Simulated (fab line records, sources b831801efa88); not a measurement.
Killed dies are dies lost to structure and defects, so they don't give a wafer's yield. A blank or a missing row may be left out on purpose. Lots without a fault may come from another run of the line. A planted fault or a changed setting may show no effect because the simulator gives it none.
Chamber matching | flow sfq_line | SFQ_TRILAYER_I1_CMP_CMP_046 on cmp-01: 4 sister chambers
The step polishes SiO2. 4 wafers are shown with their chamber, then 9 later ones without.

WAFERS WITH THEIR CHAMBER
wafer  | chamber | motor_current_A (A)
L870.4 | 3       | 11.5
L870.6 | 0       | 11.8
L872.5 | 1       | 11.6
L872.6 | 2       | 9.5

WAFERS WITHOUT THEIR CHAMBER
wafer  | motor_current_A (A)
L875.4 | 9.5
L875.2 | 11.2
L875.5 | 11.3
L878.3 | 9.4
L878.5 | 12.0
L878.6 | 11.6
L879.3 | 11.2
L879.1 | 11.7
L879.2 | 9.9

WHICH CHAMBER EACH WENT THROUGH
wafer  | from the rows above          | in truth
L875.4 | 2                            | 2
L875.2 | can't be placed: 3 or 1 or 0 | 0
L875.5 | can't be placed: 3 or 1 or 0 | 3
L878.3 | 2                            | 2
L878.5 | can't be placed: 0 or 1 or 3 | 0
L878.6 | can't be placed: 1 or 3 or 0 | 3
L879.3 | can't be placed: 3 or 1 or 0 | 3
L879.1 | can't be placed: 1 or 0 or 3 | 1
L879.2 | 2                            | 2
Placed correctly: 3 of 9. Can't be placed from these rows: 6 (the true chamber is among the candidates in 6). Placed wrongly: 0.
How it was worked out, from the rows above alone: a wafer's distance from a chamber is the root of the sum, over the readings, of the square of ((its reading less the chamber's mean) divided by the reading's scatter). The wafer belongs to the nearest chamber; if the next one is less than 2 further off, it can't be placed. A chamber's mean is the mean of its shown wafers. The scatter: with one shown wafer a chamber, the root of the mean of the squares of how far each hidden wafer lies from its nearest shown one.
